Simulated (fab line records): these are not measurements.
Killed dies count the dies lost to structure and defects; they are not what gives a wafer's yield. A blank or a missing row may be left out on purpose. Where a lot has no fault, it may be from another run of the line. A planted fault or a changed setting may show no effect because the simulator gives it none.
Which tool is to blame? ; flow sky130 ; 11 lots with 33 wafers sampled at 3 steps, on a route of 708 steps

## WHAT EACH GAUGE READ, for each wafer
SKY_CONTACT_THK_MEAS_01.
lot;measured;on;CONTACT_CVD_00_THK (nm)
L753;day 30 05:41;film-metro-01;73.7 72.9 74.2
L754;day 30 08:32;film-metro-02;73.7 76.2 76.4
L756;day 31 17:38;film-metro-03;74.9 76.4 76.3
L758;day 32 09:56;film-metro-01;74.0 76.1 76.5
L759;day 32 20:05;film-metro-01;74.0 75.8 75.0
L760;day 33 03:39;film-metro-02;72.6 74.3 73.0
L767;day 35 03:34;film-metro-02;74.0 74.1 75.2
L771;day 36 14:35;film-metro-02;75.3 76.2 75.7
L772;day 36 20:23;film-metro-03;74.5 74.7 75.5
L774;day 37 07:44;film-metro-02;75.0 66.1 74.6
L775;day 37 12:11;film-metro-02;74.3 74.3 75.3

## WHICH TOOL RAN EACH LOT (tool, then ch and the chambers of the sampled wafers, then the start)
lot;SKY_LI_CONTACT_ETCH_14;SKY_CONTACT_CVD_00
L753;rie-diel-03 ch 0,1, day 28 23:44;pecvd-03 ch 0,1, day 30 05:39
L754;rie-diel-03 ch 1,2,3, day 29 02:39;pecvd-02 ch 0,2, day 30 08:29
L756;rie-diel-01 ch 1,2,3, day 30 11:59;pecvd-03 ch 0,1,2, day 31 17:37
L758;rie-diel-04 ch 0,2, day 31 03:36;pecvd-02 ch 0,1, day 32 09:54
L759;rie-diel-03 ch 0,2, day 31 14:02;pecvd-01 ch 1,2, day 32 20:03
L760;rie-diel-04 ch 0,1,3, day 31 21:41;pecvd-03 ch 0,1, day 33 03:36
L767;rie-diel-04 ch 2,3, day 33 22:38;pecvd-02 ch 1,2, day 35 03:32
L771;rie-diel-01 ch 1,3, day 35 10:56;pecvd-01 ch 1,2, day 36 14:33
L772;rie-diel-01 ch 0,1, day 35 16:09;pecvd-01 ch 0,1,2, day 36 20:20
L774;rie-diel-01 ch 0,1,3, day 36 04:02;pecvd-03 ch 0,1,2, day 37 07:42
L775;rie-diel-01 ch 1,3, day 36 07:20;pecvd-01 ch 0,1,2, day 37 12:10
- SKY_LI_CONTACT_ETCH_14: etches BARC in N2/H2, stops on SiO2, time 45.9 s, target depth 60 nm.
- SKY_CONTACT_CVD_00: deposits Si3N4, target thk 75 nm.

## THE ANSWER, worked out from the rows above alone
Rule: what is usual is taken from the lots themselves. The widest of any qualifying gaps counts: lots, ordered by their means at a reading, are off when they make up no more than a third of the lots, leave a main group of 4 or more, and stand apart from it by 3 or more times the standard deviation of that group's means. The tables above print the reading to a certain number of digits; a main group whose means all agree to those digits is not used. A lot without any number at a reading at which 4 lots or more have one is off too. The other lots that the step has rows for count as sound.
No lot is off on any of the readings shown, so nothing can be concluded from this.

## WHAT THE SIMULATOR HAD PUT IN
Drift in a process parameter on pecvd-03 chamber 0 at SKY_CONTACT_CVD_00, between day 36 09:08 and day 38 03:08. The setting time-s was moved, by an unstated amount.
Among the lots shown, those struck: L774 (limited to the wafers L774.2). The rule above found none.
